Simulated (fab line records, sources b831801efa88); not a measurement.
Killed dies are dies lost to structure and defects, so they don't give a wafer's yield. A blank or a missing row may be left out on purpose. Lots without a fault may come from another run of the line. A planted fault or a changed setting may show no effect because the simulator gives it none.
Which tool did it? | flow sky130 | 12 lots, 33 wafers sampled, at 5 steps of a route of 708

WHAT THE GAUGES READ, wafer by wafer
SKY_VT_ADJUST_HVTR_OVL_MEAS_08. Usual: VT_ADJUST_HVTR_OVL -1.0 nm, standard deviation 1.6.
lot  | measured     | on         | VT_ADJUST_HVTR_OVL (nm) | flag
L399 | day 9 08:59  | overlay-01 | 1.0 -0.4 3.2            |
L401 | day 9 23:01  | overlay-02 | 2.7 1.4                 |
L402 | day 10 09:14 | overlay-02 | -1.7 0.4                |
L403 | day 10 15:58 | overlay-01 | -3.7 -2.3               |
L411 | day 13 00:58 | overlay-02 | -0.3 0.4 -1.1           |
L413 | day 13 13:25 | overlay-02 | 0.9 -2.1 -2.1           |
L412 | day 13 14:34 | overlay-02 | -3.1 -1.3 -1.2          |
L414 | day 13 23:28 | overlay-01 | 0.4 -2.8 0.5            |
L416 | day 14 14:56 | overlay-02 | -1.6 -0.5 -2.1          |
L418 | day 15 06:58 | overlay-01 | -2.5 -0.6 0.7           |
L419 | day 15 15:10 | overlay-01 | -3.0 -1.0 -1.9          |
L420 | day 16 00:16 | overlay-01 | -1.8 -1.7 -1.8          |

SKY_SONOS_TUNNEL_TW_MEAS_12. Usual: SONOS_TUNNEL_TW 196.9, standard deviation 2.5.
lot  | measured     | on            | SONOS_TUNNEL_TW   | flag
L399 | day 11 07:02 | film_metro-02 | 196.7 197.3 197.7 |
L401 | day 11 21:52 | film_metro-02 | 196.8 195.6       |
L402 | day 12 10:14 | film_metro-02 | 193.3 192.7       |
L403 | day 12 15:19 | film_metro-02 | 193.6 193.2       |
L411 | day 15 06:17 | film_metro-04 | 199.6 199.7 199.8 |
L413 | day 15 20:14 | film_metro-02 | 195.4 195.1 194.7 |
L412 | day 15 21:04 | film_metro-04 | 199.8 200.4 200.5 |
L414 | day 16 07:40 | film_metro-02 | 194.1 194.3 195.0 |
L416 | day 16 22:44 | film_metro-01 | 195.0 195.1 194.8 |
L418 | day 17 17:13 | film_metro-04 | 200.8 197.9 200.2 |
L419 | day 18 02:59 | film_metro-04 | 200.4 200.5 199.6 |
L420 | day 18 10:35 | film_metro-01 | 193.7 194.2 193.6 |

SKY_CONTACT_THK_MEAS_03. Usual: CONTACT_HDPCVD_THK 562 nm, standard deviation 4.9.
lot  | measured     | on            | CONTACT_HDPCVD_THK (nm) | flag
L399 | day 30 03:22 | film_metro-02 | 564 559 563             |
L401 | day 30 19:02 | film_metro-01 | 410 561 410 561         | OFF
L402 | day 31 12:14 | film_metro-03 | 568 417 568 417         | OFF
L403 | day 31 16:38 | film_metro-02 | 418 564 417 564         | OFF
L411 | day 34 09:01 | film_metro-01 | 567 559 562             |
L413 | day 35 02:56 | film_metro-03 | 558 563 568             |
L412 | day 35 05:02 | film_metro-01 | 563 556 563             |
L414 | day 35 10:09 | film_metro-01 | 556 552 556             |
L416 | day 35 21:54 | film_metro-01 | 567 568 567             |
L418 | day 36 15:37 | film_metro-01 | 555 556 549             |
L419 | day 36 22:26 | film_metro-02 | 560 557 564             |
L420 | day 37 05:42 | film_metro-01 | 566 564 572             |

WHICH TOOL RAN EACH LOT (tool, then ch and the chambers of the sampled wafers, then the start)
lot  | SKY_VT_ADJUST_PCH_STRIP_09           | SKY_CONTACT_HDPCVD_02
L399 | plasma_asher-02 ch 0,1, day 10 07:32 | hdpcvd-02 ch 0,1,2, day 30 03:18
L401 | plasma_asher-01 ch 1, day 10 21:47   | hdpcvd-02 ch 1,2, day 30 18:58
L402 | plasma_asher-04 ch 0, day 11 08:53   | hdpcvd-02 ch 0,2, day 31 12:10
L403 | plasma_asher-04 ch 0,1, day 11 15:00 | hdpcvd-02 ch 0,2, day 31 16:34
L411 | plasma_asher-02 ch 1, day 14 02:59   | hdpcvd-01 ch 0,2, day 34 08:56
L413 | plasma_asher-04 ch 0, day 14 16:21   | hdpcvd-02 ch 0,2, day 35 02:52
L412 | plasma_asher-02 ch 0,1, day 14 17:23 | hdpcvd-02 ch 0,1,2, day 35 04:58
L414 | plasma_asher-04 ch 0,1, day 15 02:47 | hdpcvd-02 ch 0,2, day 35 10:04
L416 | plasma_asher-01 ch 0,1, day 15 18:20 | hdpcvd-01 ch 0,1,2, day 35 21:50
L418 | plasma_asher-02 ch 0,1, day 16 11:05 | hdpcvd-01 ch 0,1,2, day 36 15:32
L419 | plasma_asher-04 ch 0,1, day 16 20:51 | hdpcvd-02 ch 1,2, day 36 22:21
L420 | plasma_asher-02 ch 0,1, day 17 04:51 | hdpcvd-02 ch 1,2, day 37 05:38
- SKY_VT_ADJUST_PCH_STRIP_09: strips in O2/N2.
- SKY_CONTACT_HDPCVD_02: deposits SiO2, target thk 565 nm, time 94.2 s.

WHAT THE TOOLS THEMSELVES READ (means of the sampled wafers that have a number; where no wafer has one, the mark that the record gives instead)
SKY_VT_ADJUST_PCH_STRIP_09. Usual: drypump_motor_current_A 5.8 A, standard deviation 0.5; oes_product_au 0.722 a.u., standard deviation 0.0041; strip_time_to_endpoint_s 36.92 s, standard deviation 0.097.
lot  | tool            | drypump_motor_current_A (A) | oes_product_au (a.u.) | strip_time_to_endpoint_s (s) | flag
L399 | plasma_asher-02 | 6.0                         | 0.725                 | 36.98                        |
L401 | plasma_asher-01 | 5.0                         | 0.722                 | 36.91                        |
L402 | plasma_asher-04 | 5.3                         | 0.722                 | 36.72                        |
L403 | plasma_asher-04 | 5.3                         | 0.721                 | 36.95                        |
L411 | plasma_asher-02 | 6.2                         | 0.721                 | 36.88                        |
L413 | plasma_asher-04 | 5.3                         | 0.722                 | 36.87                        |
L412 | plasma_asher-02 | 6.0                         | 0.723                 | 36.89                        |
L414 | plasma_asher-04 | 5.4                         | 0.728                 | 36.88                        |
L416 | plasma_asher-01 | 6.0                         | 0.725                 | 37.00                        |
L418 | plasma_asher-02 | 6.1                         | 0.724                 | 37.19                        |
L419 | plasma_asher-04 | 5.3                         | 0.722                 | 36.86                        |
L420 | plasma_asher-02 | 6.1                         | 0.719                 | 37.00                        |

SKY_CONTACT_HDPCVD_02. Usual: run_length_s 122.1 s, standard deviation 0.5.
lot  | tool      | run_length_s (s) | flag
L399 | hdpcvd-02 | 121.9            |
L401 | hdpcvd-02 | 109.2            | OFF
L402 | hdpcvd-02 | 110.2            | OFF
L403 | hdpcvd-02 | 110.1            | OFF
L411 | hdpcvd-01 | 121.7            |
L413 | hdpcvd-02 | 122.1            |
L412 | hdpcvd-02 | 122.2            |
L414 | hdpcvd-02 | 122.2            |
L416 | hdpcvd-01 | 121.9            |
L418 | hdpcvd-01 | 122.1            |
L419 | hdpcvd-02 | 121.8            |
L420 | hdpcvd-02 | 122.0            |

THE ANSWER, worked out from the rows above alone
Rule: a lot is off if the mean of its wafers that have a number lies more than 3 standard deviations from the usual mean. A lot without any number at a reading at which 4 lots or more have one is off too. The other lots that the step has rows for count as sound. The gauges are gone through in route order, then the tools' own readings, and for those a lot's mean is taken as printed above. The first step at which some lot is off is used, and at that step the reading that is off furthest; a lot without a number counts as furthest.
Off: L401, L402, L403, at SKY_CONTACT_THK_MEAS_03 (CONTACT_HDPCVD_THK).
A tool fits if, at a process step before that reading, it ran every lot that is off, and no sound lot after the first of them. The gauges at SKY_CONTACT_THK_MEAS_03 aren't tried: what is off there is off at SKY_CONTACT_HDPCVD_02 too, on other tools, and a gauge's error can't cause that. None of those tried fits.

WHAT THE SIMULATOR HAD PUT IN
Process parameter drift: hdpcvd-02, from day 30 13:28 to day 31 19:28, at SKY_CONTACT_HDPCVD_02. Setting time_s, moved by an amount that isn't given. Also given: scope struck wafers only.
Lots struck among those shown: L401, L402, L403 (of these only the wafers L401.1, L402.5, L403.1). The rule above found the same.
